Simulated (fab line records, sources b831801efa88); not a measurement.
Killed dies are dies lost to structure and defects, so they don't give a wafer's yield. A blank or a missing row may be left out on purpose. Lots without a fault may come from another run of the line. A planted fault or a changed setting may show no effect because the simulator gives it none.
Which tool did it? | flow sky130 | 11 lots, 33 wafers sampled, at 5 steps of a route of 708

WHAT THE GAUGES READ, wafer by wafer
The record holds no reading of a measuring or inspecting step that can be judged against a usual standard deviation.

WHICH TOOL RAN EACH LOT (tool, then ch and the chambers of the sampled wafers, then the start)
lot  | SKY_CONTACT_ETCH_16                | SKY_CONTACT_ETCH_18                           | SKY_METAL1_SPUTTER_01        | SKY_METAL1_METAL_ETCH_19          | SKY_PAD_OPEN_PROBE_99
L302 | rie_diel-02 ch 0,1,3, day 32 05:27 | rie_diel-02 ch 0,1,3, day 32 07:05 or earlier | pvd_sputter-04, day 32 07:05 | rie_metal-01 ch 1, day 33 10:04   | -
L306 | rie_diel-03 ch 0,2,3, day 33 07:06 | rie_diel-03 ch 0,2,3, day 33 08:32 or earlier | pvd_sputter-01, day 33 08:32 | rie_metal-04 ch 0,1, day 34 11:54 | -
L308 | rie_diel-03 ch 0,1,3, day 33 15:54 | rie_diel-03 ch 0,1,3, day 33 17:20 or earlier | pvd_sputter-01, day 33 17:20 | rie_metal-04 ch 0,1, day 34 20:47 | prober-02, day 47 07:33
L307 | rie_diel-01 ch 0,2, day 33 17:40   | rie_diel-01 ch 0,2, day 33 19:04 or earlier   | pvd_sputter-04, day 33 19:04 | rie_metal-01 ch 0, day 34 22:26   | -
L311 | rie_diel-02 ch 2,3, day 34 15:48   | rie_diel-02 ch 2,3, day 34 17:13 or earlier   | pvd_sputter-04, day 34 17:13 | rie_metal-01 ch 0,1, day 35 20:19 | -
L313 | rie_diel-02 ch 1,2,3, day 35 05:36 | rie_diel-02 ch 1,2,3, day 35 07:01 or earlier | pvd_sputter-01, day 35 07:01 | rie_metal-04 ch 0, day 36 08:53   | -
L315 | rie_diel-01 ch 1,2,3, day 35 13:05 | rie_diel-01 ch 1,2,3, day 35 14:29 or earlier | pvd_sputter-01, day 35 14:29 | rie_metal-04 ch 0,1, day 36 16:09 | -
L322 | rie_diel-02 ch 0,1,3, day 37 18:12 | rie_diel-02 ch 0,1,3, day 37 19:36 or earlier | pvd_sputter-04, day 37 19:36 | rie_metal-03 ch 0, day 38 21:59   | -
L323 | rie_diel-03 ch 1,2, day 38 10:39   | rie_diel-03 ch 1,2, day 38 12:03 or earlier   | pvd_sputter-04, day 38 12:03 | rie_metal-01 ch 0,1, day 39 12:45 | -
L324 | rie_diel-02 ch 0,1,2, day 38 12:14 | rie_diel-02 ch 0,1,2, day 38 13:38 or earlier | pvd_sputter-01, day 38 13:38 | rie_metal-01 ch 0,1, day 39 15:10 | -
L325 | rie_diel-03 ch 0,1, day 38 14:16   | rie_diel-03 ch 0,1, day 38 15:40 or earlier   | pvd_sputter-03, day 38 15:40 | rie_metal-04 ch 0,1, day 39 16:23 | -
- SKY_CONTACT_ETCH_16: etches BARC in N2/H2, stops on SiO2, time 45.9 s, target depth 60 nm.
- SKY_CONTACT_ETCH_18: etches Si3N4 in CHF3/O2, stops on TiN, time 39 s, target depth 75 nm.
- SKY_METAL1_SPUTTER_01: material TiN, target thk 20 nm, time 16.7 s.
- SKY_METAL1_METAL_ETCH_19: etches the open film in Cl2/BCl3, stops on SiO2, target depth 360 nm, time 78 s.
- SKY_PAD_OPEN_PROBE_99

WHAT THE TOOLS THEMSELVES READ (means of the sampled wafers that have a number; where no wafer has one, the mark that the record gives instead)
SKY_CONTACT_ETCH_16. Usual: chamber_pressure_mTorr 30.003 mTorr, standard deviation 0.026; drypump_motor_current_A 5.8 A, standard deviation 0.52; oes_product_au 0.855 a.u., standard deviation 0.0047; throttle_valve_pct 13.225 %, standard deviation 0.0093.
lot  | tool        | chamber_pressure_mTorr (mTorr) | drypump_motor_current_A (A) | oes_product_au (a.u.) | throttle_valve_pct (%) | flag
L302 | rie_diel-02 | 30.002                         | 6.1                         | 0.858                 | 13.231                 |
L306 | rie_diel-03 | 29.999                         | 5.7                         | 0.857                 | 13.229                 |
L308 | rie_diel-03 | 29.964                         | 5.6                         | 0.855                 | 13.226                 |
L307 | rie_diel-01 | 30.018                         | 6.3                         | 0.856                 | 13.217                 |
L311 | rie_diel-02 | 29.985                         | 6.4                         | 0.856                 | 13.223                 |
L313 | rie_diel-02 | 29.978                         | 6.2                         | 0.855                 | 13.226                 |
L315 | rie_diel-01 | 29.988                         | 5.6                         | 0.856                 | 13.228                 |
L322 | rie_diel-02 | 29.999                         | 6.1                         | 0.852                 | 13.223                 |
L323 | rie_diel-03 | 30.026                         | 5.1                         | 0.851                 | 13.221                 |
L324 | rie_diel-02 | 29.971                         | 6.0                         | 0.852                 | 13.219                 |
L325 | rie_diel-03 | 30.004                         | 5.2                         | 0.861                 | 13.222                 |

SKY_CONTACT_ETCH_18. Usual: chamber_pressure_mTorr 40.00 mTorr, standard deviation 0.036; drypump_motor_current_A 5.8 A, standard deviation 0.53; oes_product_au 0.858 a.u., standard deviation 0.0078; throttle_valve_pct 8.796 %, standard deviation 0.0093.
lot  | tool        | chamber_pressure_mTorr (mTorr) | drypump_motor_current_A (A) | oes_product_au (a.u.) | throttle_valve_pct (%) | flag
L302 | rie_diel-02 | 40.02                          | 6.1                         | 0.854                 | 8.796                  |
L306 | rie_diel-03 | 39.94                          | 5.7                         | 0.861                 | 8.806                  |
L308 | rie_diel-03 | 40.02                          | 5.6                         | 0.868                 | 8.810                  |
L307 | rie_diel-01 | 40.01                          | 6.3                         | 0.854                 | 8.798                  |
L311 | rie_diel-02 | 40.00                          | 6.3                         | 0.869                 | 8.804                  |
L313 | rie_diel-02 | 40.00                          | 6.2                         | 0.856                 | 8.789                  |
L315 | rie_diel-01 | 39.98                          | 5.6                         | 0.854                 | 8.799                  |
L322 | rie_diel-02 | 39.97                          | 6.1                         | 0.857                 | 8.790                  |
L323 | rie_diel-03 | 39.99                          | 5.0                         | 0.869                 | 8.800                  |
L324 | rie_diel-02 | 39.98                          | 6.0                         | 0.854                 | 8.792                  |
L325 | rie_diel-03 | 40.01                          | 5.2                         | 0.864                 | 8.809                  |

SKY_METAL1_SPUTTER_01. Usual: cathode_dc_power_W 6500.2 W, standard deviation 1.3; throttle_valve_pct 29.8 %, standard deviation 1.2.
lot  | tool           | cathode_dc_power_W (W) | throttle_valve_pct (%) | flag
L302 | pvd_sputter-04 | 6500.0                 | 31.0                   |
L306 | pvd_sputter-01 | 6501.4                 | 30.2                   |
L308 | pvd_sputter-01 | 6499.0                 | 30.5                   |
L307 | pvd_sputter-04 | 6501.5                 | 29.0                   |
L311 | pvd_sputter-04 | 6500.7                 | 29.9                   |
L313 | pvd_sputter-01 | 6501.0                 | 30.3                   |
L315 | pvd_sputter-01 | 6500.0                 | 30.9                   |
L322 | pvd_sputter-04 | 7132.0                 | 30.6                   | OFF
L323 | pvd_sputter-04 | 7133.3                 | 29.8                   | OFF
L324 | pvd_sputter-01 | 6500.2                 | 30.9                   |
L325 | pvd_sputter-03 | 6500.6                 | 29.1                   |

SKY_METAL1_METAL_ETCH_19. Usual: chamber_pressure_mTorr 10.000 mTorr, standard deviation 0.0091; drypump_motor_current_A 5.74 A, standard deviation 0.13; oes_product_au 0.854 a.u., standard deviation 0.0064; throttle_valve_pct 22.264 %, standard deviation 0.0093.
lot  | tool         | chamber_pressure_mTorr (mTorr) | drypump_motor_current_A (A) | oes_product_au (a.u.) | throttle_valve_pct (%) | flag
L302 | rie_metal-01 | 9.999                          | 5.91                        | 0.845                 | 22.263                 |
L306 | rie_metal-04 | 10.008                         | 5.64                        | 0.853                 | 22.271                 |
L308 | rie_metal-04 | 10.007                         | 5.64                        | 0.850                 | 22.264                 |
L307 | rie_metal-01 | 9.999                          | 5.71                        | 0.852                 | 22.258                 |
L311 | rie_metal-01 | 9.999                          | 5.85                        | 0.858                 | 22.268                 |
L313 | rie_metal-04 | 10.011                         | 5.72                        | 0.851                 | 22.256                 |
L315 | rie_metal-04 | 10.002                         | 5.64                        | 0.850                 | 22.264                 |
L322 | rie_metal-03 | 10.002                         | 5.67                        | 0.849                 | 22.265                 |
L323 | rie_metal-01 | 9.990                          | 5.78                        | 0.852                 | 22.271                 |
L324 | rie_metal-01 | 10.002                         | 5.85                        | 0.854                 | 22.268                 |
L325 | rie_metal-04 | 10.007                         | 5.65                        | 0.857                 | 22.266                 |

SKY_PAD_OPEN_PROBE_99. Usual: defect_limited_yield 82.4 %, standard deviation 1.9; killed_at_M0_to_M3 43, standard deviation 6.5; killed_at_M4_up 3.3, standard deviation 2; killed_at_contacts 24, standard deviation 5.2; killed_at_front_end 16, standard deviation 4.2; killed_at_other 0.3, standard deviation 0.6; killed_dies 87, standard deviation 9.3; killed_open 47, standard deviation 7.8; killed_short 39, standard deviation 6.2; sort_bin_3_pad_short 0.9 %, standard deviation 0.42; sort_bin_5_function 10.5 %, standard deviation 1.4; sort_bin_6_memory 6.3 %, standard deviation 0.97; sort_n_pass 405, standard deviation 9.3; sort_yield_pct 82.4 %, standard deviation 1.9.
lot  | tool      | defect_limited_yield (%) | killed_at_M0_to_M3 | killed_at_M4_up | killed_at_contacts | killed_at_front_end | killed_at_other | killed_dies | killed_open | killed_short | sort_bin_3_pad_short (%) | sort_bin_5_function (%) | sort_bin_6_memory (%) | sort_n_pass | sort_yield_pct (%) | flag
L308 | prober-02 | 82.4                     | 35                 | 3.0             | 26                 | 21                  | 0.7             | 86          | 47          | 39           | 0.4                      | 11.2                    | 6.0                   | 406         | 82.4               |

THE ANSWER, worked out from the rows above alone
Rule: a lot is off if the mean of its wafers that have a number lies more than 3 standard deviations from the usual mean. A lot without any number at a reading at which 4 lots or more have one is off too. The other lots that the step has rows for count as sound. The gauges are gone through in route order, then the tools' own readings, and for those a lot's mean is taken as printed above. The first step at which some lot is off is used, and at that step the reading that is off furthest; a lot without a number counts as furthest.
Off: L322, L323, at SKY_METAL1_SPUTTER_01 (cathode_dc_power_W).
A tool fits if, at that step or a process step before it, it ran every lot that is off, and no sound lot after the first of them. SKY_CONTACT_ETCH_18 gives no start for some lots, so the hours and the order of its lots are those of SKY_METAL1_SPUTTER_01. One fits: pvd_sputter-04 at SKY_METAL1_SPUTTER_01. Its last sound lot is L311 (day 34 17:13), its first lot that is off L322 (day 37 19:36): a fault that began between those two fits.
The tool's own readings at SKY_METAL1_SPUTTER_01 bear it out: on the lots that are off they differ by more than 5 times the standard deviation of the sound lots' means. cathode_dc_power_W reads 7132.6 W there against 6500.5 W on the sound lots.

WHAT THE SIMULATOR HAD PUT IN
Process parameter drift: pvd_sputter-04, from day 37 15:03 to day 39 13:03, at SKY_METAL1_SPUTTER_01. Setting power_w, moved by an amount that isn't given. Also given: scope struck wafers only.
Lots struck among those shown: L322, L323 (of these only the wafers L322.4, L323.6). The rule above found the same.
